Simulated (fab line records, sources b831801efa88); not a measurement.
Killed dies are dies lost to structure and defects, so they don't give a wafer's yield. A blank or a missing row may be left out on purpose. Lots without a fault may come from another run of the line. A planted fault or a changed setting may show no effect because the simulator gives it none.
fab line records | flow sfq_line
record lots=7 wafers=21 last_day=94
route steps=325 shown M0@38 I0@43 M1@58 I1@73 M8@325
lots that met no fault: from a run of the same line without faults
start_h: hours from the record's first day to the start of the lot's first wafer shown | wait_h: hours since the lot's step before | " the same as in the row above | L1.1+2: a row that stands for several wafers | - no value, or no start given | * or withheld: withheld | < > ~ a bound
route shown NAME@n: a module of which the file shows steps, and the number in the route of the first | usual: mean/standard deviation of fault-free wafers | same: alike in all rows | chamber/n: place in a boat | sites: the reading at each site | _std_site: their standard deviation | _edge_site: outer sites' mean less inner sites' | radius_mm: how far each site lies from the wafer's centre | mask NAME#n: copy n | behind: the tool/chamber that last shaped the wafer | hold: why the lot was held/for how many hours/how that ended | device: the transistor (n, p or np) that didn't switch | end of line: the same wafers' tests at the end of the route | a step without rows: its recipe alone | killed: dies lost to structure and defects at the first sort, not the wafer's yield | map: a wafer's dies, x killed, . not, _ none there
set.NAME: the setting as run; set.NAME@STEP: as run at that earlier step | model.NAME: the simulator's own value behind a step, which no gauge read
lots at some steps of the route; a table a step, a row a wafer
services: from which hour (start_h, from the record's first day; less than 0 if before it) a tool's chamber was out of use, for how many hours, and why
## steps
# step SFQ_M0_OVL_MEAS_906
# usual M0_OVL=0/4.9
# columns lot.wafer tool chamber start_h wait_h M0_OVL[nm]
L607.3 overlay-01 - 313.79 0.1 5
L607.4 " - " " 4
L607.6 " - " " 1
L614.1 overlay-01 - 374.49 0.1 0
L614.2 " - " " -1
L614.5 " - " " 2
L618.1 overlay-01 - 407.02 0.1 10
L618.2 " - " " 3
L618.6 " - " " 2
L619.3 overlay-01 - 414.23 0.1 -2
L619.5 " - " " 3
L619.6 " - " " -5
L620.1 overlay-01 - 417.82 0.1 1
L620.2 " - " " 4
L620.6 " - " " 2
L623.1 overlay-02 - 458.87 0.1 -2
L623.2 " - " " -2
L623.4 " - " " -3
L624.1 overlay-02 - 470.87 0.1 -2
L624.2 " - " " 1
L624.6 " - " " 3
# step SFQ_TRILAYER_M0_BARC_OPEN_METAL_ETCH_031
# recipe mask_material=PR chemistry=O2 target_depth_nm=125 target=BARC icp_w=600 bias_w=80 pressure_mtorr=10 time_s=41.7
# step SFQ_TRILAYER_M0_ETCH_METAL_ETCH_024
# recipe target=Nb stop_on=SiO2 mask_material=PR chemistry=Cl2/Ar target_depth_nm=240 icp_w=600 bias_w=80 pressure_mtorr=10 time_s=120
# usual drypump_motor_current_A=5.9/0.47 oes_product_au=0.892/0.0065
# columns lot.wafer tool chamber start_h wait_h drypump_motor_current_A oes_product_au rf_hours_counter_h
L607.3 rie_metal-02 1 313.92 0.1 6.3 0.886 -
L607.4 " 0 " " 6.0 0.900 -
L607.6 " 0 " " 6.0 0.900 -
L614.1 rie_metal-03 0 374.59 0.0 5.5 0.897 109
L614.2 " 1 " " 4.8 0.897 27
L614.5 " 1 " " 4.8 0.898 -
L618.1 rie_metal-02 0 407.11 0.0 6.0 0.885 51
L618.2 " 1 " " 6.3 0.881 30
L618.6 " 0 " " 6.0 0.887 -
L619.3 rie_metal-02 1 414.36 0.1 6.3 0.904 -
L619.5 " 1 " " 6.3 0.895 -
L619.6 " 0 " " 6.0 0.887 -
L620.1 rie_metal-04 0 418.15 0.1 5.5 0.886 79
L620.2 " 0 " " 5.5 0.888 -
L620.6 " 0 " " 5.5 0.898 -
L623.1 rie_metal-03 0 458.96 0.0 5.6 0.898 115
L623.2 " 1 " " 4.8 0.893 33
L623.4 " 1 " " 4.8 0.894 -
L624.1 rie_metal-04 0 470.96 0.0 5.6 0.902 88
L624.2 " 1 " " 6.2 0.906 8
L624.6 " 1 " " 6.2 0.902 -
# step SFQ_TRILAYER_M0_STRIP_STRIP_025
# recipe gas=O2 power_w=200 platen_temp_c=40 overash_fraction=0.65 chemistry=O2 pressure_mtorr=50
# usual drypump_motor_current_A=5.9/0.45 oes_product_au=1.002/0.0074
# same overash_fraction=0.65
# columns lot.wafer tool chamber start_h wait_h drypump_motor_current_A oes_product_au rf_hours_counter_h
L607.3 rie_metal-02 1 314.20 0.2 6.3 1.003 -
L607.4 " 0 " " 6.0 0.998 -
L607.6 " 0 " " 6.0 0.996 -
L614.1 rie_metal-03 0 374.71 0.1 5.5 1.000 109
L614.2 " 1 " " 4.8 0.990 27
L614.5 " 1 " " 4.8 0.982 -
L618.1 rie_metal-02 0 407.24 0.1 6.1 0.992 52
L618.2 " 1 " " 6.3 1.004 30
L618.6 " 0 " " 6.1 1.005 -
L619.3 rie_metal-02 1 414.64 0.2 6.3 1.000 -
L619.5 " 1 " " 6.3 1.007 -
L619.6 " 0 " " 6.0 1.001 -
L620.1 rie_metal-04 0 418.40 0.2 5.6 1.001 79
L620.2 " 0 " " 5.6 1.005 -
L620.6 " 0 " " 5.6 1.012 -
L623.1 rie_metal-03 0 459.09 0.1 5.5 0.997 115
L623.2 " 1 " " 4.8 0.996 33
L623.4 " 1 " " 4.8 0.988 -
L624.1 rie_metal-04 0 471.09 0.1 5.6 1.008 88
L624.2 " 1 " " 6.2 1.000 8
L624.6 " 1 " " 6.2 1.000 -
# step SFQ_TRILAYER_M0_STRIP_SOLV_CLEAN_026
# recipe chemistry=NMP temp_c=70 time_s=600
# step SFQ_TRILAYER_I0_DEP_PECVD_027
# recipe material=SiO2 temp_c=150 time_s=111.11 pressure_torr=2.4 rf_w=183.3 precursor=SiH4/N2O target_thk_nm=500
# step SFQ_TRILAYER_I0_CMP_CMP_028
# recipe material=SiO2 down_force_psi=3 platen_rpm=60 pad_velocity_m_s=0.94248
# step SFQ_I0_BOW_MEAS_907
# recipe mode=bow
# usual I0_BOW=1/7.9
# columns lot.wafer tool chamber start_h wait_h I0_BOW[um]
L607.3 film_metro-02 - 317.90 2.0 6
L607.4 " - " " -3
L607.6 " - " " -6
L614.1 film_metro-02 - 378.58 2.0 16
L614.2 " - " " -3
L614.5 " - " " 9
L618.1 film_metro-04 - 415.11 2.5 4
L618.2 " - " " 14
L618.6 " - " " 2
L619.3 film_metro-04 - 427.15 1.0 1
L619.5 " - " " 11
L619.6 " - " " 0
L620.1 film_metro-04 - 436.11 1.0 2
L620.2 " - " " -9
L620.6 " - " " -5
L623.1 film_metro-02 - 487.11 2.5 4
L623.2 " - " " 5
L623.4 " - " " -2
L624.1 film_metro-02 - 490.11 2.5 12
L624.2 " - " " -1
L624.6 " - " " -6
# step SFQ_TRILAYER_I0_METRO_MEASURE_029
# step SFQ_TRILAYER_I0_VIA_LITHO_COAT_036
# recipe resist=BARC spin_rpm=3000 resist_thk_nm=62
# step SFQ_TRILAYER_I0_VIA_LITHO_COAT_031
# recipe resist=KrF spin_rpm=2980 resist_thk_nm=650
# step SFQ_TRILAYER_I0_VIA_LITHO_SOFTBAKE_035
# recipe temp_c=withheld time_s=withheld resist=KrF
# step SFQ_TRILAYER_I0_VIA_LITHO_EXPOSE_032
# recipe mask_id=I0 na=0.6 source_shape=conventional sigma_outer=0.65 target_cd_nm=500 dose_mj=21.3
# usual exposure_dose_mJ_cm2=21.305/0.025 focus_offset_nm=0.0/0.55
# columns lot.wafer tool chamber start_h wait_h mask exposure_dose_mJ_cm2 focus_offset_nm model.I0.overlay_x_nm
L607.3 krf_scanner-01 0 456.57 - I0#0 21.256 0.4 -1.969
L607.4 " 0 " " I0#0 21.290 -0.4 -1.969
L607.6 " 0 " " I0#0 21.239 0.1 -1.969
L614.1 krf_scanner-02 0 528.29 - I0#0 21.307 -1.1 7.894
L614.2 " 0 " " I0#0 21.284 0.0 7.894
L614.5 " 0 " " I0#0 21.281 -0.2 7.894
L618.1 krf_scanner-01 0 572.22 - I0#0 21.342 -0.3 6.795
L618.2 " 0 " " I0#0 21.352 -0.3 6.795
L618.6 " 0 " " I0#0 21.351 -0.5 6.795
L619.3 krf_scanner-02 0 584.38 - I0#0 21.285 -0.2 56.5
L619.5 " 0 " " I0#0 21.312 0.0 56.5
L619.6 " 0 " " I0#0 21.327 0.6 56.5
L620.1 krf_scanner-02 0 593.58 - I0#0 21.366 0.5 67.51
L620.2 " 0 " " I0#0 21.336 -0.3 67.51
L620.6 " 0 " " I0#0 21.315 0.4 67.51
L623.1 krf_scanner-01 0 647.50 - I0#0 21.294 -0.5 10.85
L623.2 " 0 " " I0#0 21.297 -0.5 10.85
L623.4 " 0 " " I0#0 21.314 -1.0 10.85
L624.1 krf_scanner-02 0 648.83 - I0#0 21.311 -1.2 63.29
L624.2 " 0 " " I0#0 21.313 -0.5 63.29
L624.6 " 0 " " I0#0 21.318 0.8 63.29
# step SFQ_TRILAYER_I0_VIA_LITHO_PEB_034
# recipe peb_temp_c=115 peb_time_s=60 resist=KrF
# step SFQ_TRILAYER_I0_VIA_LITHO_DEVELOP_033
# recipe time_s=60 resist=KrF
# step SFQ_I0_OVL_MEAS_908
# usual I0_OVL=2/5.3
# columns lot.wafer tool chamber start_h wait_h I0_OVL[nm]
L607.3 overlay-01 - 457.68 0.1 3
L607.4 " - " " 6
L607.6 " - " " 11
L614.1 overlay-01 - 529.79 0.1 9
L614.2 " - " " 8
L614.5 " - " " 7
L618.1 overlay-02 - 573.72 0.1 11
L618.2 " - " " -5
L618.6 " - " " 1
L619.3 overlay-01 - 585.49 0.1 59
L619.5 " - " " 59
L619.6 " - " " 62
L620.1 overlay-02 - 595.08 0.1 62
L620.2 " - " " 69
L620.6 " - " " 70
L623.1 overlay-02 - 649.00 0.1 5
L623.2 " - " " 11
L623.4 " - " " 12
L624.1 overlay-01 - 650.33 0.1 69
L624.2 " - " " 69
L624.6 " - " " 67
# step SFQ_TRILAYER_I0_VIA_BARC_OPEN_VIA_ETCH_046
# recipe mask_material=PR chemistry=O2 target_depth_nm=125 target=BARC source_w=516.2 bias_w=80 pressure_mtorr=30 time_s=41.7
# step SFQ_TRILAYER_I0_VIA_ETCH_VIA_ETCH_034
# recipe target=SiO2 stop_on=Nb mask_material=PR taper_deg=20 chemistry=CHF3 target_depth_nm=260 source_w=500 bias_w=80 pressure_mtorr=30 time_s=withheld
# step SFQ_TRILAYER_I0_VIA_STRIP_STRIP_035
# recipe gas=O2 power_w=200 platen_temp_c=40 overash_fraction=0.65 chemistry=O2 pressure_mtorr=50
# usual drypump_motor_current_A=5.9/0.35 oes_product_au=1.001/0.0076
# same overash_fraction=0.65
# columns lot.wafer tool chamber start_h wait_h drypump_motor_current_A oes_product_au rf_hours_counter_h
L607.3 rie_metal-04 1 458.06 - 6.2 0.993 -
L607.4 " 0 " " 5.5 1.001 -
L607.6 " 1 " " 6.2 1.005 -
L614.1 rie_metal-01 1 529.98 - 5.4 1.005 39
L614.2 " 0 " " 5.9 0.999 65
L614.5 " 0 " " 5.9 0.994 -
L618.1 rie_metal-04 1 573.91 - 6.2 1.006 20
L618.2 " 0 " " 5.6 1.010 102
L618.6 " 0 " " 5.5 1.018 -
L619.3 rie_metal-01 0 585.87 - 5.9 1.004 -
L619.5 " 0 " " 5.9 1.000 -
L619.6 " 1 " " 5.4 1.000 -
L620.1 rie_metal-02 0 595.27 - 6.1 1.005 74
L620.2 " 1 " " 6.3 1.009 56
L620.6 " 1 " " 6.3 1.004 -
L623.1 rie_metal-02 0 649.19 - 6.1 1.002 83
L623.2 " 1 " " 6.3 1.008 65
L623.4 " 1 " " 6.3 1.001 -
L624.1 rie_metal-04 1 650.52 - 6.2 0.999 31
L624.2 " 0 " " 5.6 1.009 113
L624.6 " 1 " " 6.2 0.988 -
# step SFQ_TRILAYER_I0_VIA_STRIP_SOLV_CLEAN_036
# recipe chemistry=NMP temp_c=70 time_s=600
# step SFQ_TRILAYER_M1_DEP_PRE_CLEAN_038
# recipe gas=Ar time_s=22.5 bias_v=250
# step SFQ_TRILAYER_M1_DEP_SPUTTER_037
# recipe material=Nb base_pressure_pa=1.33e-06 chamber_pressure_pa=0.1333 substrate_temp_c=20 resputter_cathode_voltage_v=400 target_thk_nm=200 power_w=2000 time_s=133.3
# step SFQ_M1_RS_MEAS_909
# recipe thk_meas_gauge=four-point-probe reads=Nb_of_TRILAYER_M1_DEP_SPUTTER_037
# usual M1_NB_RS=0.885/0.011
# columns lot.wafer tool chamber start_h wait_h M1_NB_RS[ohm/sq]
L607.3 film_metro-02 - 458.79 0.1 0.888
L607.4 " - " " 0.887
L607.6 " - " " 0.885
L614.1 film_metro-02 - 530.88 0.0 0.894
L614.2 " - " " 0.885
L614.5 " - " " 0.894
L618.1 film_metro-01 - 574.80 0.0 0.894
L618.2 " - " " 0.890
L618.6 " - " " 0.885
L619.3 film_metro-01 - 586.60 0.1 0.888
L619.5 " - " " 0.896
L619.6 " - " " 0.897
L620.1 film_metro-03 - 596.16 0.0 0.890
L620.2 " - " " 0.897
L620.6 " - " " 0.897
L623.1 film_metro-02 - 650.09 0.0 0.902
L623.2 " - " " 0.890
L623.4 " - " " 0.901
L624.1 film_metro-03 - 651.41 0.0 0.882
L624.2 " - " " 0.896
L624.6 " - " " 0.882
# step SFQ_TRILAYER_M1_LITHO_COAT_044
# recipe resist=BARC spin_rpm=3000 resist_thk_nm=62
# step SFQ_TRILAYER_M1_LITHO_COAT_039
# recipe resist=KrF spin_rpm=3000 resist_thk_nm=600
# step SFQ_TRILAYER_M1_LITHO_SOFTBAKE_043
# recipe temp_c=withheld time_s=withheld resist=KrF
# step SFQ_TRILAYER_M1_LITHO_EXPOSE_040
# recipe mask_id=M1 na=0.6 source_shape=conventional sigma_outer=0.65 target_cd_nm=500 dose_mj=14.4
# step SFQ_TRILAYER_M1_LITHO_PEB_042
# recipe peb_temp_c=115 peb_time_s=60 resist=KrF
# step SFQ_TRILAYER_M1_LITHO_DEVELOP_041
# recipe time_s=60 resist=KrF
# step SFQ_M1_OVL_MEAS_911
# usual M1_OVL=3/6.6
# columns lot.wafer tool chamber start_h wait_h M1_OVL[nm]
L607.3 overlay-01 - 613.02 0.1 0
L607.4 " - " " 7
L607.6 " - " " 10
L614.1 overlay-02 - 700.73 0.1 5
L614.2 " - " " 5
L614.5 " - " " 1
L618.1 overlay-01 - 736.14 0.1 3
L618.2 " - " " 6
L618.6 " - " " 4
L619.3 overlay-01 - 746.95 0.1 -4
L619.5 " - " " 4
L619.6 " - " " -9
L620.1 overlay-01 - 755.34 0.1 4
L620.2 " - " " 21
L620.6 " - " " 17
L623.1 overlay-01 - 804.67 0.1 -2
L623.2 " - " " -5
L623.4 " - " " -4
L624.1 overlay-01 - 808.27 0.1 7
L624.2 " - " " 17
L624.6 " - " " 16
# step SFQ_TRILAYER_M1_BARC_OPEN_METAL_ETCH_054
# recipe mask_material=PR chemistry=O2 target_depth_nm=125 target=BARC icp_w=600 bias_w=80 pressure_mtorr=10 time_s=41.7
# step SFQ_TRILAYER_M1_ETCH_METAL_ETCH_042
# recipe target=Nb stop_on=SiO2 mask_material=PR chemistry=Cl2/Ar target_depth_nm=240 icp_w=609.6 bias_w=80 pressure_mtorr=10 time_s=120
# step SFQ_TRILAYER_M1_STRIP_STRIP_043
# recipe gas=O2 power_w=200 platen_temp_c=40 overash_fraction=0.65 chemistry=O2 pressure_mtorr=50
# usual drypump_motor_current_A=5.6/0.46 oes_product_au=1.002/0.0088
# same overash_fraction=0.65
# columns lot.wafer tool chamber start_h wait_h drypump_motor_current_A oes_product_au rf_hours_counter_h
L607.3 rie_metal-01 1 613.43 0.2 5.4 0.998 -
L607.4 " 0 " " 5.9 0.996 -
L607.6 " 0 " " 5.9 0.995 -
L614.1 rie_metal-03 0 700.95 0.1 5.6 1.012 7
L614.2 " 1 " " 4.8 1.006 66
L614.5 " 0 " " 5.6 1.011 -
L618.1 rie_metal-03 1 736.36 0.1 4.8 0.999 70
L618.2 " 0 " " 5.5 0.997 11
L618.6 " 0 " " 5.5 1.005 -
L619.3 rie_metal-04 0 747.36 0.2 5.6 1.013 -
L619.5 " 0 " " 5.6 1.004 -
L619.6 " 1 " " 6.2 1.000 -
L620.1 rie_metal-04 1 755.56 0.1 6.2 1.000 42
L620.2 " 0 " " 5.6 1.034 124
L620.6 " 0 " " 5.5 1.015 -
L623.1 rie_metal-03 1 804.89 0.1 4.8 0.988 79
L623.2 " 0 " " 5.6 1.000 20
L623.4 " 0 " " 5.5 1.003 -
L624.1 rie_metal-01 1 808.49 0.1 5.3 0.998 74
L624.2 " 0 " " 5.9 1.005 100
L624.6 " 0 " " 5.9 1.006 -
# step SFQ_TRILAYER_M1_STRIP_SOLV_CLEAN_044
# recipe chemistry=NMP temp_c=70 time_s=600
# step SFQ_TRILAYER_I1_DEP_PECVD_045
# recipe material=SiO2 temp_c=150 time_s=111.11 pressure_torr=2.4 rf_w=183.3 precursor=SiH4/N2O target_thk_nm=500
# step SFQ_TRILAYER_I1_CMP_CMP_046
# recipe material=SiO2 down_force_psi=3 platen_rpm=60 pad_velocity_m_s=0.94248
# usual motor_current_A=10.5/1 time_to_endpoint_s=219/7.3
# columns lot.wafer tool chamber start_h wait_h motor_current_A time_to_endpoint_s
L607.3 cmp-02 3 615.78 1.7 12.3 219
L607.4 " 0 " " 8.4 224
L607.6 " 2 617.28 3.2 10.5 217
L614.1 cmp-02 0 701.80 0.0 9.1 228
L614.2 " 1 " " 10.7 222
L614.5 " 1 704.30 2.5 11.0 232
L618.2 cmp-01 1 737.71 0.5 11.0 218
L618.1 " 2 " " 12.8 208
L618.6 " 1 739.71 2.5 10.2 219
L619.3 cmp-01 0 749.03 1.0 10.1 225
L619.5 " 2 750.03 2.0 12.3 227
L619.6 " 3 " " 10.0 221
L620.1 cmp-01 3 759.09 2.7 9.7 217
L620.2 " 0 " " 9.7 220
L620.6 " 2 760.59 4.2 12.3 223
L623.1 cmp-02 0 805.98 0.3 9.3 216
L623.2 " 2 806.98 1.3 10.0 211
L623.4 " 3 " " 12.2 213
L624.2 cmp-01 1 811.49 2.2 10.9 220
L624.1 " 2 " " 12.2 214
L624.6 " 0 812.99 3.6 9.9 218
# step SFQ_I1_BOW_MEAS_912
# recipe mode=bow
# usual I1_BOW=3/8.3
# columns lot.wafer tool chamber start_h wait_h I1_BOW[um]
L607.3 film_metro-03 - 618.32 2.0 9
L607.4 " - " " -1
L607.6 " - " " -4
L614.1 film_metro-01 - 704.80 2.5 15
L614.2 " - " " -3
L614.5 " - " " 8
L618.1 film_metro-04 - 740.21 1.5 1
L618.2 " - " " 12
L618.6 " - " " 0
L619.3 film_metro-01 - 751.07 1.5 1
L619.5 " - " " 10
L619.6 " - " " 0
L620.1 film_metro-04 - 761.09 1.5 3
L620.2 " - " " -8
L620.6 " - " " -4
L623.1 film_metro-04 - 808.98 2.5 10
L623.2 " - " " 11
L623.4 " - " " 4
L624.1 film_metro-01 - 813.99 1.5 13
L624.2 " - " " 0
L624.6 " - " " -5
# step SFQ_TRILAYER_I1_METRO_MEASURE_047
# step SFQ_TRILAYER_I1_VIA_LITHO_COAT_054
# recipe resist=BARC spin_rpm=3000 resist_thk_nm=62
# step SFQ_TRILAYER_I1_VIA_LITHO_COAT_049
# recipe resist=KrF spin_rpm=3000 resist_thk_nm=650
# step SFQ_TRILAYER_I1_VIA_LITHO_SOFTBAKE_053
# recipe temp_c=withheld time_s=withheld resist=KrF
# step SFQ_M8_BOW_MEAS_951
# recipe mode=bow
# usual M8_BOW=9/12
# columns lot.wafer tool chamber start_h wait_h M8_BOW[um] model.etest.i0.link_ohm
L607.3 film_metro-03 - 2064.22 0.0 22 1.971
L607.4 " - " " 12 1.968
L607.6 " - " " 8 1.968
L614.1 film_metro-02 - 2197.36 0.0 34 1.966
L614.2 " - " " 16 1.964
L614.5 " - " " 26 1.969
L618.1 film_metro-04 - 2211.85 0.0 19 1.993
L618.2 " - " " 29 1.982
L618.6 " - " " 18 1.976
L619.3 film_metro-02 - 2217.80 0.0 -5 1.988
L619.5 " - " " 4 1.999
L619.6 " - " " -7 2.006
L620.1 film_metro-02 - 2221.45 0.0 2 2.007
L620.2 " - " " -9 2.014
L620.6 " - " " -6 2.008
L623.1 film_metro-04 - 2260.20 0.0 14 1.985
L623.2 " - " " 15 1.97
L623.4 " - " " 7 1.986
L624.1 film_metro-02 - 2266.20 0.0 29 1.971
L624.2 " - " " 16 1.98
L624.6 " - " " 13 1.97
## services
# columns tool chamber start_h hours kind
rie_metal-04 0 308.52 43.5 repair
cmp-01 - 322.67 15.2 pm
krf_scanner-02 - 354.74 4.0 pm
cmp-01 - 360.15 2.4 repair
rie_metal-01 - 365.93 0.3 repair
rie_metal-04 - 374.18 1.4 pm
krf_scanner-02 - 382.59 4.4 pm
krf_scanner-02 - 386.97 0.8 pm
rie_metal-03 - 389.46 14.6 pm
rie_metal-03 - 404.06 28.1 pm
cmp-01 - 418.61 48.3 repair
krf_scanner-02 - 421.00 1.3 pm
rie_metal-02 - 430.57 2.8 pm
krf_scanner-02 - 456.04 1.0 pm
rie_metal-04 - 519.83 0.7 repair
rie_metal-04 - 538.65 2.8 pm
krf_scanner-02 - 539.99 0.5 repair
rie_metal-02 0 540.85 14.8 repair
rie_metal-04 1 558.52 7.9 repair
rie_metal-04 - 702.65 0.9 repair
rie_metal-04 - 731.14 1.0 repair
rie_metal-02 1 761.60 1.5 repair
rie_metal-04 1 789.71 1.1 repair
rie_metal-04 - 795.78 0.7 repair
## key
first_sign step=SFQ_I0_OVL_MEAS_908 reading=I0_OVL direction=up sigmas=12 usual=2 struck=65
effect none on later readings
model_effect step=SFQ_TRILAYER_I0_VIA_LITHO_EXPOSE_032 value=I0.overlay_x_nm without=1.163 struck=62.43
model_effect step=SFQ_M8_BOW_MEAS_951 value=etest.i0.link_ohm without=1.969 struck=1.994
met_at SFQ_TRILAYER_I0_VIA_LITHO_EXPOSE_032
struck_wafers L619.3,L619.5,L619.6,L620.1,L620.2,L620.6,L624.1,L624.2,L624.6
onset_between 528.29 584.38
fault kind=scanner_matching_overlay tool=krf_scanner-02 chamber=- onset_h=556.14 steps=SFQ_TRILAYER_I0_VIA_LITHO_EXPOSE_032 offset=61.272
